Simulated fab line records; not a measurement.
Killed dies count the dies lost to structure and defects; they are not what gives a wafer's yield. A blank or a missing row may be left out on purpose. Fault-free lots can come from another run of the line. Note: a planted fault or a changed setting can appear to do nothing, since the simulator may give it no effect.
fab line records    flow sfqLine
record: lots: 5  wafers: 15  lastDay: 80
route steps=325 shown I6@271 M7@281 I7@296
lots that met no fault: taken from a fault-free run of the same line
startH: the number of hours between the record's first day and the start of the first shown wafer of the lot    waitH: how many hours have passed since the lot's step before this one    " repeats the value in the row above    L1.1+2: a row that stands for several wafers    - no value, or no start given    * or withheld: withheld    < > ~ a bound
route shown NAME@n: a module of which the file shows steps, and the number in the route of the first    usual: the fault-free wafers' mean and standard deviation    same: alike in all rows    chamber/n: place in a boat    sites: each site's reading    _std_site: the values' standard deviation    _edge_site: inner sites' mean taken away from outer sites' mean    radiusMm: how far each site lies from the wafer's centre    mask NAME#n: copy n    behind: tool/chamber where the wafer was last shaped    hold: the reason the lot was held/the length of the hold in hours/how it ended    device: the n, p or np transistor that did not switch    end of line: tests run on the same wafers once the route is complete    a step without rows: its recipe alone    killed: count of dies lost to structure and defects at first sort (not the wafer's yield)    map: the dies of a wafer, with x for killed, . for not killed, _ for no die there
set.NAME: the setting as run; set.NAME@STEP: as run at that earlier step    model.NAME: the simulator's own value behind a step, which no gauge read
certain route steps with their lots: each step a table, each wafer a row
services: the hour from which a tool's chamber was out of use, counted from the record's first day as startH (under 0 if before that day), plus the number of hours and why
== steps ==
step: SFQ_TRILAYER_I6_VIA_LITHO_COAT_169
recipe: resist: KrF  spinRpm: 3000  resistThkNm: 650
usual: resistLineTempC: 22.98/0.1
lot.wafer  tool           chamber  startH   waitH  resistLineTempC
L079.1     lithoTrack-03  0        1393.49  0.2    23.10
L079.2     "              0        "        "      23.02
L079.3     "              0        "        "      23.05
L082.3     lithoTrack-04  0        1416.03  0.2    22.90
L082.5     "              0        "        "      22.92
L082.6     "              0        "        "      23.04
L083.2     lithoTrack-01  0        1428.56  0.2    22.90
L083.4     "              0        "        "      22.84
L083.6     "              0        "        "      22.87
L084.2     lithoTrack-01  0        1431.56  0.2    23.04
L084.5     "              0        "        "      22.99
L084.6     "              0        "        "      22.98
L091.2     lithoTrack-01  0        1741.75  0.2    23.01
L091.3     "              0        "        "      22.93
L091.4     "              0        "        "      23.04
step: SFQ_TRILAYER_I6_VIA_LITHO_SOFTBAKE_173
recipe: tempC: withheld  timeS: withheld  resist: KrF
usual: resistLineTempC: *
lot.wafer  tool           chamber  startH   waitH  resistLineTempC
L079.1     lithoTrack-03  0        1393.79  0.2    *
L079.2     "              0        "        "      *
L079.3     "              0        "        "      *
L082.3     lithoTrack-04  0        1416.28  0.2    *
L082.5     "              0        "        "      *
L082.6     "              0        "        "      *
L083.2     lithoTrack-01  0        1428.83  0.2    *
L083.4     "              0        "        "      *
L083.6     "              0        "        "      *
L084.2     lithoTrack-01  0        1431.83  0.2    *
L084.5     "              0        "        "      *
L084.6     "              0        "        "      *
L091.2     lithoTrack-01  0        1742.03  0.2    *
L091.3     "              0        "        "      *
L091.4     "              0        "        "      *
step: SFQ_TRILAYER_I6_VIA_LITHO_EXPOSE_170
recipe: maskId: I6  na: 0.6  sourceShape: conventional  sigmaOuter: 0.65  targetCdNm: 700  doseMj: 21.3
lot.wafer   tool           chamber  startH   waitH  mask
L079.1+2+3  krfScanner-01  0        1489.00  -      I6#0
L082.3+5+6  krfScanner-01  0        1518.20  -      I6#0
L083.2+4+6  krfScanner-02  0        1520.31  -      I6#0
L084.2+5+6  krfScanner-02  0        1521.51  -      I6#0
L091.2+3+4  krfScanner-01  0        1742.35  -      I6#0
step: SFQ_TRILAYER_I6_VIA_LITHO_PEB_172
recipe: pebTempC: 115  pebTimeS: 60  resist: KrF
usual: resistLineTempC: 23.00/0.11
same: pebTimeS: 60
lot.wafer  tool           chamber  startH   waitH  resistLineTempC
L079.1     lithoTrack-03  0        1490.20  1.0    23.11
L079.2     "              0        "        "      23.00
L079.3     "              0        "        "      23.18
L082.3     lithoTrack-01  0        1519.05  0.7    22.85
L082.5     "              0        "        "      22.93
L082.6     "              0        "        "      22.99
L083.2     lithoTrack-04  0        1521.34  0.8    22.96
L083.4     "              0        "        "      23.04
L083.6     "              0        "        "      22.95
L084.2     lithoTrack-04  0        1522.54  0.8    22.94
L084.5     "              0        "        "      22.95
L084.6     "              0        "        "      23.08
L091.2     lithoTrack-01  0        1743.38  0.8    22.98
L091.3     "              0        "        "      22.80
L091.4     "              0        "        "      22.99
step: SFQ_TRILAYER_I6_VIA_LITHO_DEVELOP_171
recipe: timeS: 60  resist: KrF
usual: resistLineTempC: 23.00/0.12
same: timeS: 60
lot.wafer  tool           chamber  startH   waitH  resistLineTempC
L079.1     lithoTrack-03  0        1490.35  0.1    22.94
L079.2     "              0        "        "      22.90
L079.3     "              0        "        "      23.09
L082.3     lithoTrack-01  0        1519.20  0.1    22.84
L082.5     "              0        "        "      22.82
L082.6     "              0        "        "      22.87
L083.2     lithoTrack-04  0        1521.49  0.1    23.03
L083.4     "              0        "        "      23.15
L083.6     "              0        "        "      23.16
L084.2     lithoTrack-04  0        1522.69  0.1    23.11
L084.5     "              0        "        "      23.12
L084.6     "              0        "        "      23.12
L091.2     lithoTrack-01  0        1743.53  0.1    23.12
L091.3     "              0        "        "      22.99
L091.4     "              0        "        "      22.94
step: SFQ_I6_OVL_MEAS_942
usual: I6_OVL: 2/6.1
lot.wafer  tool        chamber  startH   waitH  I6_OVL[nm]
L079.1     overlay-01  -        1490.50  0.1    0
L079.2     "           -        "        "      -2
L079.3     "           -        "        "      1
L082.3     overlay-01  -        1519.31  0.1    -2
L082.5     "           -        "        "      -3
L082.6     "           -        "        "      -3
L083.2     overlay-02  -        1521.62  0.1    8
L083.4     "           -        "        "      7
L083.6     "           -        "        "      7
L084.2     overlay-02  -        1522.82  0.1    11
L084.5     "           -        "        "      13
L084.6     "           -        "        "      5
L091.2     overlay-02  -        1743.66  0.1    0
L091.3     "           -        "        "      -11
L091.4     "           -        "        "      -4
step: SFQ_TRILAYER_I6_VIA_BARC_OPEN_VIA_ETCH_235
recipe: maskMaterial: PR  chemistry: O2  targetDepthNm: 125  target: BARC  sourceW: 500  biasW: 80  pressureMtorr: 30  timeS: 41.7
usual: drypumpMotorCurrentA: 5.7/0.58  oesProductAu: 0.686/0.0044
same: timeS: 41.7
lot.wafer  tool        chamber  startH   waitH  drypumpMotorCurrentA  oesProductAu  rfHoursCounterH
L079.1     rieDiel-01  0        1490.53  0.0    6.6                   0.684         18
L079.2     "           3        "        "      4.9                   0.687         13
L079.3     "           1        "        "      4.8                   0.684         16
L082.3     rieDiel-04  3        1519.33  0.0    5.5                   0.678         2
L082.5     "           1        "        "      5.4                   0.685         -
L082.6     "           2        "        "      6.1                   0.687         -
L083.2     rieDiel-01  3        1521.65  0.0    4.9                   0.682         13
L083.4     "           0        "        "      6.6                   0.686         19
L083.6     "           3        "        "      4.9                   0.676         -
L084.2     rieDiel-04  3        1522.85  0.0    5.5                   0.686         2
L084.5     "           1        "        "      5.3                   0.685         -
L084.6     "           2        "        "      6.1                   0.690         -
L091.2     rieDiel-01  2        1743.69  0.0    5.2                   0.686         3
L091.3     "           0        "        "      6.6                   0.687         2
L091.4     "           0        "        "      6.6                   0.686         -
step: SFQ_TRILAYER_I6_VIA_ETCH_VIA_ETCH_172
recipe: target: SiO2  stopOn: Nb  maskMaterial: PR  taperDeg: 20  chemistry: CHF3  targetDepthNm: 260  sourceW: 500  biasW: 80  pressureMtorr: 30  timeS: withheld
usual: drypumpMotorCurrentA: 5.7/0.58  oesProductAu: 0.855/0.005
lot.wafer  tool        chamber  startH   waitH  drypumpMotorCurrentA  oesProductAu
L079.1     rieDiel-01  0        1490.57  0.0    6.6                   0.854
L079.2     "           3        "        "      4.9                   0.861
L079.3     "           1        "        "      4.8                   0.863
L082.3     rieDiel-04  3        1519.37  0.0    5.6                   0.853
L082.5     "           1        "        "      5.4                   0.854
L082.6     "           2        "        "      6.1                   0.844
L083.2     rieDiel-01  3        1521.69  0.0    4.9                   0.859
L083.4     "           0        "        "      6.5                   0.861
L083.6     "           3        "        "      4.9                   0.855
L084.2     rieDiel-04  3        1522.89  0.0    5.6                   0.856
L084.5     "           1        "        "      5.4                   0.856
L084.6     "           2        "        "      6.1                   0.853
L091.2     rieDiel-01  2        1743.73  0.0    5.1                   0.857
L091.3     "           0        "        "      6.6                   0.855
L091.4     "           0        "        "      6.6                   0.853
step: SFQ_TRILAYER_I6_VIA_STRIP_STRIP_173
recipe: gas: O2  powerW: 200  platenTempC: 40  overashFraction: 0.65  chemistry: O2  pressureMtorr: 50
usual: drypumpMotorCurrentA: 5.81/0.22  heBacksideLeakSccm: 3.53/0.24  oesProductAu: 1.006/0.008  platenTempC: 40.00/0.11
lot.wafer  tool         chamber  startH   waitH  drypumpMotorCurrentA  heBacksideLeakSccm  oesProductAu  platenTempC  rfHoursCounterH
L079.1     rieMetal-01  1        1490.69  -      5.78                  3.44                1.001         39.84        108
L079.2     "            0        "        "      5.74                  3.95                1.018         39.97        79
L079.3     "            1        "        "      5.77                  3.29                1.001         40.02        -
L082.3     rieMetal-03  0        1519.69  -      5.56                  3.53                1.010         39.89        -
L082.5     "            1        "        "      6.30                  3.66                1.004         39.80        -
L082.6     "            0        "        "      5.54                  3.48                1.002         39.94        -
L083.2     rieMetal-01  1        1521.80  -      5.72                  3.35                0.996         40.22        112
L083.4     "            1        "        "      5.73                  3.27                0.986         40.18        -
L083.6     "            0        "        "      5.83                  3.64                1.015         40.06        -
L084.2     rieMetal-04  0        1523.00  -      6.33                  3.57                1.005         39.93        142
L084.5     "            1        "        "      5.69                  3.45                0.997         39.95        -
L084.6     "            0        "        "      6.33                  3.44                1.005         40.06        -
L091.2     rieMetal-03  0        1743.84  -      5.55                  3.42                0.990         40.03        126
L091.3     "            1        "        "      6.32                  3.25                1.012         40.12        -
L091.4     "            0        "        "      5.54                  3.55                0.990         40.01        -
step: SFQ_TRILAYER_I6_VIA_STRIP_SOLV_CLEAN_174
recipe: chemistry: NMP  tempC: 70  timeS: 600
same: timeS: 600
lot.wafer   tool         chamber  startH   waitH
L079.1+2+3  wetBench-01  1,6,7    1491.29  0.4
L082.3+5+6  wetBench-01  5,0,6    1520.09  0.2
L083.2+4+6  wetBench-02  6,7,0    1522.40  0.4
L084.2+5+6  wetBench-01  1,6,5    1523.60  0.4
L091.2+3+4  wetBench-04  1,5,4    1744.44  0.4
step: SFQ_TRILAYER_M7_DEP_PRE_CLEAN_176
recipe: gas: Ar  timeS: 22.5  biasV: 250
same: timeS: 22.5
lot.wafer   tool           chamber  startH   waitH
L079.1+2+3  pvdSputter-06  -        1491.46  0.0
L082.3+5+6  pvdSputter-03  -        1520.26  0.0
L083.2+4+6  pvdSputter-04  -        1522.58  0.0
L084.2+5+6  pvdSputter-03  -        1523.78  0.0
L091.2+3+4  pvdSputter-03  -        1744.62  0.0
step: SFQ_TRILAYER_M7_DEP_SPUTTER_175
recipe: material: Nb  basePressurePa: 1.33e-06  chamberPressurePa: 0.1333  substrateTempC: 20  targetThkNm: 200  powerW: 2000  timeS: 133.3
usual: throttleValvePct: 30.2/1.4
same: timeS: 133.3
lot.wafer  tool           chamber  startH   waitH  throttleValvePct
L079.1     pvdSputter-06  -        1491.49  0.0    28.9
L079.2     "              -        "        "      31.1
L079.3     "              -        "        "      28.9
L082.3     pvdSputter-03  -        1520.29  0.0    30.4
L082.5     "              -        "        "      28.0
L082.6     "              -        "        "      28.1
L083.2     pvdSputter-04  -        1522.60  0.0    31.8
L083.4     "              -        "        "      31.5
L083.6     "              -        "        "      31.3
L084.2     pvdSputter-03  -        1523.80  0.0    30.4
L084.5     "              -        "        "      30.4
L084.6     "              -        "        "      28.1
L091.2     pvdSputter-03  -        1744.64  0.0    28.1
L091.3     "              -        "        "      28.1
L091.4     "              -        "        "      32.4
step: SFQ_M7_RS_MEAS_943
recipe: thkMeasGauge: four-point-probe  reads: Nb_of_TRILAYER_M7_DEP_SPUTTER_175
usual: M7_NB_RS: 0.885/0.011
lot.wafer  tool          chamber  startH   waitH  M7_NB_RS[ohm/sq]
L079.1     filmMetro-02  -        1491.58  0.0    0.891
L079.2     "             -        "        "      0.879
L079.3     "             -        "        "      0.893
L082.3     filmMetro-04  -        1520.42  0.1    0.887
L082.5     "             -        "        "      0.901
L082.6     "             -        "        "      0.892
L083.2     filmMetro-04  -        1522.72  0.1    0.881
L083.4     "             -        "        "      0.878
L083.6     "             -        "        "      0.888
L084.2     filmMetro-01  -        1523.92  0.1    0.871
L084.5     "             -        "        "      0.871
L084.6     "             -        "        "      0.871
L091.2     filmMetro-04  -        1744.76  0.1    0.892
L091.3     "             -        "        "      0.890
L091.4     "             -        "        "      0.887
step: SFQ_TRILAYER_M7_LITHO_COAT_182
recipe: resist: BARC  spinRpm: 3000  resistThkNm: 62
usual: resistLineTempC: 22.99/0.095
lot.wafer  tool           chamber  startH   waitH  resistLineTempC
L079.1     lithoTrack-02  0        1491.76  0.1    23.08
L079.2     "              0        "        "      22.97
L079.3     "              0        "        "      23.02
L082.3     lithoTrack-03  0        1520.66  0.1    22.96
L082.5     "              0        "        "      22.94
L082.6     "              0        "        "      22.87
L083.2     lithoTrack-03  0        1522.93  0.1    22.91
L083.4     "              0        "        "      23.00
L083.6     "              0        "        "      23.04
L084.2     lithoTrack-03  0        1524.13  0.1    23.07
L084.5     "              0        "        "      23.09
L084.6     "              0        "        "      22.96
L091.2     lithoTrack-03  0        1744.97  0.1    22.84
L091.3     "              0        "        "      22.90
L091.4     "              0        "        "      23.01
step: SFQ_TRILAYER_M7_LITHO_COAT_177
recipe: resist: KrF  spinRpm: 3000  resistThkNm: 600
usual: resistLineTempC: 23.02/0.1
lot.wafer  tool           chamber  startH   waitH  resistLineTempC
L079.1     lithoTrack-02  0        1492.06  0.2    23.12
L079.2     "              0        "        "      23.07
L079.3     "              0        "        "      22.96
L082.3     lithoTrack-03  0        1520.96  0.2    22.94
L082.5     "              0        "        "      22.96
L082.6     "              0        "        "      22.97
L083.2     lithoTrack-03  0        1523.23  0.2    22.95
L083.4     "              0        "        "      22.98
L083.6     "              0        "        "      23.00
L084.2     lithoTrack-03  0        1524.43  0.2    23.20
L084.5     "              0        "        "      23.02
L084.6     "              0        "        "      23.13
L091.2     lithoTrack-03  0        1745.27  0.2    23.09
L091.3     "              0        "        "      23.11
L091.4     "              0        "        "      23.08
step: SFQ_TRILAYER_M7_LITHO_SOFTBAKE_181
recipe: tempC: withheld  timeS: withheld  resist: KrF
usual: resistLineTempC: *
lot.wafer  tool           chamber  startH   waitH  resistLineTempC
L079.1     lithoTrack-02  0        1492.36  0.2    *
L079.2     "              0        "        "      *
L079.3     "              0        "        "      *
L082.3     lithoTrack-03  0        1521.21  0.2    *
L082.5     "              0        "        "      *
L082.6     "              0        "        "      *
L083.2     lithoTrack-03  0        1523.50  0.2    *
L083.4     "              0        "        "      *
L083.6     "              0        "        "      *
L084.2     lithoTrack-03  0        1524.70  0.2    *
L084.5     "              0        "        "      *
L084.6     "              0        "        "      *
L091.2     lithoTrack-03  0        1745.54  0.2    *
L091.3     "              0        "        "      *
L091.4     "              0        "        "      *
step: SFQ_TRILAYER_M7_LITHO_EXPOSE_178
recipe: maskId: M7  na: 0.6  sourceShape: conventional  sigmaOuter: 0.65  targetCdNm: 500  doseMj: 14.4
lot.wafer   tool           chamber  startH   waitH  mask
L079.1+2+3  krfScanner-02  0        1583.92  -      M7#0
L082.3+5+6  krfScanner-02  0        1617.89  -      M7#0
L083.2+4+6  krfScanner-02  0        1618.89  -      M7#0
L084.2+5+6  krfScanner-02  0        1620.09  -      M7#0
L091.2+3+4  krfScanner-02  0        1771.04  -      M7#0
step: SFQ_TRILAYER_M7_LITHO_PEB_180
recipe: pebTempC: 115  pebTimeS: 60  resist: KrF
usual: resistLineTempC: 22.98/0.1
same: pebTimeS: 60
lot.wafer  tool           chamber  startH   waitH  resistLineTempC
L079.1     lithoTrack-03  0        1585.12  1.0    22.94
L079.2     "              0        "        "      22.85
L079.3     "              0        "        "      22.95
L082.3     lithoTrack-04  0        1618.74  0.7    22.91
L082.5     "              0        "        "      22.86
L082.6     "              0        "        "      23.01
L083.2     lithoTrack-03  0        1619.92  0.8    23.08
L083.4     "              0        "        "      22.99
L083.6     "              0        "        "      23.01
L084.2     lithoTrack-03  0        1621.12  0.8    22.91
L084.5     "              0        "        "      23.04
L084.6     "              0        "        "      23.14
L091.2     lithoTrack-04  0        1772.07  0.8    22.78
L091.3     "              0        "        "      22.94
L091.4     "              0        "        "      22.94
step: SFQ_TRILAYER_M7_LITHO_DEVELOP_179
recipe: timeS: 60  resist: KrF
usual: resistLineTempC: 23.01/0.1
same: timeS: 60
lot.wafer  tool           chamber  startH   waitH  resistLineTempC
L079.1     lithoTrack-03  0        1585.27  0.1    22.88
L079.2     "              0        "        "      22.91
L079.3     "              0        "        "      23.03
L082.3     lithoTrack-04  0        1618.89  0.1    22.97
L082.5     "              0        "        "      23.00
L082.6     "              0        "        "      23.19
L083.2     lithoTrack-03  0        1620.07  0.1    23.04
L083.4     "              0        "        "      22.98
L083.6     "              0        "        "      23.15
L084.2     lithoTrack-03  0        1621.27  0.1    22.96
L084.5     "              0        "        "      23.10
L084.6     "              0        "        "      23.02
L091.2     lithoTrack-04  0        1772.22  0.1    22.96
L091.3     "              0        "        "      22.93
L091.4     "              0        "        "      22.94
step: SFQ_M7_OVL_MEAS_945
usual: M7_OVL: 0/7
lot.wafer  tool        chamber  startH   waitH  M7_OVL[nm]
L079.1     overlay-01  -        1585.42  0.1    4
L079.2     "           -        "        "      3
L079.3     "           -        "        "      4
L082.3     overlay-01  -        1619.00  0.1    0
L082.5     "           -        "        "      -1
L082.6     "           -        "        "      -8
L083.2     overlay-01  -        1620.20  0.1    9
L083.4     "           -        "        "      4
L083.6     "           -        "        "      3
L084.2     overlay-01  -        1621.40  0.1    -1
L084.5     "           -        "        "      4
L084.6     "           -        "        "      -1
L091.2     overlay-01  -        1772.35  0.1    0
L091.3     "           -        "        "      -1
L091.4     "           -        "        "      -5
step: SFQ_TRILAYER_M7_BARC_OPEN_METAL_ETCH_229
recipe: maskMaterial: PR  chemistry: O2  targetDepthNm: 125  target: BARC  icpW: 600  biasW: 80  pressureMtorr: 10  timeS: 41.7
usual: drypumpMotorCurrentA: 5.9/0.46  heBacksideLeakSccm: 3.5/0.34  oesProductAu: 0.685/0.0043
same: timeS: 41.7
lot.wafer  tool         chamber  startH   waitH  drypumpMotorCurrentA  heBacksideLeakSccm  oesProductAu  rfHoursCounterH
L079.1     rieMetal-03  0        1585.46  0.0    5.6                   3.4                 0.681         105
L079.2     "            1        "        "      6.3                   3.5                 0.693         68
L079.3     "            1        "        "      6.3                   3.4                 0.686         -
L082.3     rieMetal-02  1        1619.05  0.0    5.2                   3.2                 0.675         -
L082.5     "            1        "        "      5.2                   3.2                 0.685         -
L082.6     "            0        "        "      6.5                   3.3                 0.682         -
L083.2     rieMetal-04  0        1620.23  0.0    6.3                   3.5                 0.687         5
L083.4     "            0        "        "      6.3                   3.7                 0.678         -
L083.6     "            0        "        "      6.3                   3.4                 0.683         -
L084.2     rieMetal-02  1        1621.43  0.0    5.2                   3.3                 0.681         77
L084.5     "            0        "        "      6.5                   3.3                 0.687         -
L084.6     "            1        "        "      5.2                   3.5                 0.686         -
L091.2     rieMetal-03  0        1772.38  0.0    5.6                   3.6                 0.685         130
L091.3     "            0        "        "      5.5                   3.7                 0.684         -
L091.4     "            1        "        "      6.3                   3.6                 0.687         -
step: SFQ_TRILAYER_M7_ETCH_METAL_ETCH_180
recipe: target: Nb  stopOn: SiO2  maskMaterial: PR  chemistry: Cl2/Ar  targetDepthNm: 240  icpW: 600  biasW: 80  pressureMtorr: 10  timeS: 120
usual: drypumpMotorCurrentA: 5.9/0.46  heBacksideLeakSccm: 3.42/0.13  oesProductAu: 0.896/0.0075
same: timeS: 120
lot.wafer  tool         chamber  startH   waitH  drypumpMotorCurrentA  heBacksideLeakSccm  oesProductAu  rfHoursCounterH
L079.1     rieMetal-03  0        1585.52  0.0    5.5                   3.65                0.890         105
L079.2     "            1        "        "      6.3                   3.66                0.900         68
L079.3     "            1        "        "      6.3                   3.80                0.902         -
L082.3     rieMetal-02  1        1619.13  0.1    5.2                   3.33                0.896         -
L082.5     "            1        "        "      5.2                   3.30                0.882         -
L082.6     "            0        "        "      6.5                   3.35                0.884         -
L083.2     rieMetal-04  0        1620.29  0.0    6.3                   3.18                0.895         5
L083.4     "            0        "        "      6.3                   3.39                0.900         -
L083.6     "            0        "        "      6.3                   3.41                0.891         -
L084.2     rieMetal-02  1        1621.49  0.0    5.2                   3.49                0.909         77
L084.5     "            0        "        "      6.5                   3.34                0.906         -
L084.6     "            1        "        "      5.2                   3.43                0.902         -
L091.2     rieMetal-03  0        1772.46  0.1    5.5                   3.40                0.890         130
L091.3     "            0        "        "      5.5                   3.53                0.887         -
L091.4     "            1        "        "      6.3                   3.32                0.894         -
step: SFQ_TRILAYER_M7_STRIP_STRIP_181
recipe: gas: O2  powerW: 200  platenTempC: 40  overashFraction: 0.65  chemistry: O2  pressureMtorr: 50
usual: drypumpMotorCurrentA: 5.9/0.46  heBacksideLeakSccm: 3.47/0.14  oesProductAu: 1.005/0.0089  platenTempC: 40.00/0.11
lot.wafer  tool         chamber  startH   waitH  drypumpMotorCurrentA  heBacksideLeakSccm  oesProductAu  platenTempC  rfHoursCounterH
L079.1     rieMetal-03  0        1585.64  0.1    5.6                   3.51                1.004         39.90        105
L079.2     "            1        "        "      6.3                   3.53                1.014         39.85        69
L079.3     "            1        "        "      6.3                   3.53                1.010         39.86        -
L082.3     rieMetal-02  1        1619.41  0.2    5.2                   3.38                1.017         40.13        -
L082.5     "            1        "        "      5.2                   3.38                1.017         40.04        -
L082.6     "            0        "        "      6.5                   3.44                1.013         39.98        -
L083.2     rieMetal-04  0        1620.41  0.1    6.3                   3.25                1.007         39.91        5
L083.4     "            0        "        "      6.3                   3.17                0.999         39.94        -
L083.6     "            0        "        "      6.3                   3.45                1.010         40.19        -
L084.2     rieMetal-02  1        1621.61  0.1    5.2                   3.52                1.005         39.88        77
L084.5     "            0        "        "      6.5                   3.37                1.014         40.14        -
L084.6     "            1        "        "      5.2                   3.42                1.013         39.98        -
L091.2     rieMetal-03  0        1772.63  0.1    5.6                   3.51                0.994         40.03        130
L091.3     "            0        "        "      5.6                   3.52                0.988         40.27        -
L091.4     "            1        "        "      6.3                   3.73                1.014         40.06        -
step: SFQ_TRILAYER_M7_STRIP_SOLV_CLEAN_182
recipe: chemistry: NMP  tempC: 70  timeS: 600
same: timeS: 600
lot.wafer   tool         chamber  startH   waitH
L079.1+2+3  wetBench-03  5,3,7    1586.24  0.4
L082.3+5+6  wetBench-04  0,4,3    1619.81  0.2
L083.2+4+6  wetBench-02  2,6,3    1621.01  0.4
L084.2+5+6  wetBench-04  3,2,1    1622.21  0.4
L091.2+3+4  wetBench-03  1,5,0    1773.43  0.5
step: SFQ_TRILAYER_I7_DEP_PECVD_183
recipe: material: SiO2  tempC: 150  timeS: 111.11  pressureTorr: 2.4  rfW: 183.3  precursor: SiH4/N2O  targetThkNm: 500
usual: heaterPowerOuterW: 29/7.7  heaterPowerW: 83/9.9  throttleValvePct: 25.0/1.4
same: timeS: 111.11
lot.wafer  tool      chamber  startH   waitH  heaterPowerOuterW  heaterPowerW  throttleValvePct
L079.1     pecvd-01  2        1586.42  0.0    26                 79            27.1
L079.2     "         1        "        "      25                 94            25.1
L079.3     "         2        "        "      29                 81            27.2
L082.3     pecvd-02  0        1619.99  0.0    28                 88            26.9
L082.5     "         1        "        "      28                 77            24.2
L082.6     "         0        "        "      30                 87            26.6
L083.2     pecvd-04  2        1621.19  0.0    43                 89            22.7
L083.4     "         1        "        "      26                 76            24.7
L083.6     "         2        "        "      31                 74            22.7
L084.2     pecvd-01  0        1622.39  0.0    22                 74            24.9
L084.5     "         2        "        "      32                 86            26.8
L084.6     "         1        "        "      25                 94            25.1
L091.2     pecvd-01  0        1773.60  0.0    24                 80            23.8
L091.3     "         1        "        "      27                 92            22.6
L091.4     "         2        "        "      33                 84            24.0
step: SFQ_TRILAYER_I7_CMP_CMP_184
recipe: material: SiO2  downForcePsi: 3  platenRpm: 60  padVelocityMS: 0.94248
usual: motorCurrentA: 10.3/0.84  slurryFilterDpKPa: 13.48/0.14  timeToEndpointS: 216/7.2
lot.wafer  tool    chamber  startH   waitH  motorCurrentA  slurryFilterDpKPa  timeToEndpointS
L079.3     cmp-02  3        1586.54  0.0    9.6            13.36              210
L079.2     "       0        "        "      11.1           13.62              215
L079.1     "       1        "        "      8.6            13.44              216
L082.3     cmp-02  0        1623.52  3.5    10.0           13.30              209
L082.5     "       1        "        "      8.6            13.55              218
L082.6     "       2        "        "      9.8            13.56              215
L083.2     cmp-01  0        1623.82  2.6    11.7           13.23              215
L083.4     "       1        "        "      11.1           13.62              226
L083.6     "       1        1626.32  5.1    11.3           13.39              218
L084.2     cmp-01  0        1628.32  5.9    11.3           13.63              223
L084.6     "       1        "        "      11.4           13.52              224
L084.5     "       2        "        "      10.1           13.65              220
L091.4     cmp-02  0        1776.27  2.6    10.9           13.37              216
L091.2     "       1        "        "      8.9            13.36              223
L091.3     "       3        1777.77  4.1    10.3           13.70              219
step: SFQ_I7_BOW_MEAS_946
recipe: mode: bow
usual: I7_BOW: 5/11
lot.wafer  tool          chamber  startH   waitH  I7_BOW[um]
L079.1     filmMetro-04  -        1589.54  1.5    17
L079.2     "             -        "        "      13
L079.3     "             -        "        "      10
L082.3     filmMetro-04  -        1625.06  1.0    3
L082.5     "             -        "        "      23
L082.6     "             -        "        "      22
L083.2     filmMetro-03  -        1626.84  2.5    5
L083.4     "             -        "        "      -11
L083.6     "             -        "        "      1
L084.2     filmMetro-04  -        1629.84  1.0    23
L084.5     "             -        "        "      33
L084.6     "             -        "        "      24
L091.2     filmMetro-03  -        1779.29  2.0    9
L091.3     "             -        "        "      9
L091.4     "             -        "        "      3
step: SFQ_TRILAYER_I7_METRO_MEASURE_185
usual: thkNm: 200.0/0.89
lot.wafer  tool          chamber  startH   waitH  thkNm
L079.1     filmMetro-04  -        1589.66  0.1    200.2
L079.2     "             -        "        "      199.1
L079.3     "             -        "        "      199.4
L082.3     filmMetro-04  -        1625.54  0.5    200.0
L082.5     "             -        "        "      201.7
L082.6     "             -        "        "      200.7
L083.2     filmMetro-03  -        1627.14  0.3    200.4
L083.4     "             -        "        "      199.3
L083.6     "             -        "        "      199.7
L084.2     filmMetro-04  -        1630.14  0.3    200.7
L084.5     "             -        "        "      199.9
L084.6     "             -        "        "      201.5
L091.2     filmMetro-03  -        1779.59  0.3    201.9
L091.3     "             -        "        "      200.3
L091.4     "             -        "        "      200.8
== services ==
tool           chamber  startH   hours  kind
krfScanner-02  -        1406.15  2.5    repair
rieMetal-02    0        1416.76  6.2    repair
krfScanner-02  -        1417.48  0.8    repair
krfScanner-02  -        1421.89  4.4    pm
krfScanner-02  -        1427.46  1.0    pm
krfScanner-02  -        1430.53  0.8    pm
rieMetal-03    -        1435.74  28.1   pm
rieDiel-01     -        1452.18  4.3    pm
krfScanner-02  -        1464.24  1.3    pm
rieDiel-01     -        1490.17  0.2    repair
rieMetal-03    1        1490.74  13.0   repair
rieDiel-01     1        1508.06  7.3    repair
krfScanner-02  -        1556.85  0.8    repair
krfScanner-02  -        1594.72  1.0    pm
krfScanner-02  -        1596.92  1.0    pm
krfScanner-02  -        1599.56  0.8    pm
krfScanner-02  -        1615.42  0.2    repair
krfScanner-02  -        1640.42  1.3    pm
rieMetal-03    -        1649.64  4.3    pm
rieMetal-03    0        1660.05  4.1    repair
rieMetal-03    0        1702.99  9.1    repair
rieMetal-03    -        1709.06  2.0    repair
rieMetal-03    -        1758.80  0.3    repair
krfScanner-02  -        1765.49  1.0    pm
== key ==
fault none
